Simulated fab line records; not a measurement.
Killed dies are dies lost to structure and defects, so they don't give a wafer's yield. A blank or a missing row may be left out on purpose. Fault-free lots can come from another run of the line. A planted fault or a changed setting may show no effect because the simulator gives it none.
Chamber matching    flow gf180mcu    GF_CONTACT_CMP_27 on cmp-01: 4 sister chambers
The step polishes, stops on SiO2, t overpolish 15 s, target thk 0 nm. 4 wafers are shown with their chamber, then 9 later ones without.

== WAFERS WITH THEIR CHAMBER ==
wafer   chamber  motor_current_A (A)
L830.2  2        11.1
L833.2  0        9.6
L835.4  1        10.7
L835.5  3        9.8

== WAFERS WHOSE CHAMBER IS MISSING ==
wafer   motor_current_A (A)
L840.2  10.9
L840.3  11.5
L840.4  10.2
L841.1  10.6
L841.2  11.0
L841.6  11.9
L842.1  10.5
L842.2  11.6
L842.4  10.5

== WHICH CHAMBER EACH ONE RAN IN ==
wafer   from the rows above                in truth
L840.2  can't be placed: 2 or 1            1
L840.3  can't be placed: 2 or 1            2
L840.4  can't be placed: 3 or 1 or 0 or 2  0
L841.1  can't be placed: 1 or 2 or 3       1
L841.2  can't be placed: 2 or 1            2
L841.6  can't be placed: 2 or 1            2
L842.1  can't be placed: 1 or 2 or 3 or 0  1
L842.2  can't be placed: 2 or 1            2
L842.4  can't be placed: 1 or 2 or 3 or 0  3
0 of 9 placed correctly. Unplaceable from these rows: 9, with the true chamber sitting among the candidates in 9. Number placed wrongly: 0.
How it was worked out, from the rows above alone: a wafer's distance from a chamber is the root of the sum, over the readings, of the square of ((its reading less the chamber's mean) divided by the reading's scatter). The wafer belongs to the nearest chamber; if the next one is less than 2 further off, it can't be placed. The mean given for a chamber averages the wafers shown for that chamber. The scatter: with one shown wafer a chamber, the root of the mean of the squares of how far each hidden wafer lies from its nearest shown one.
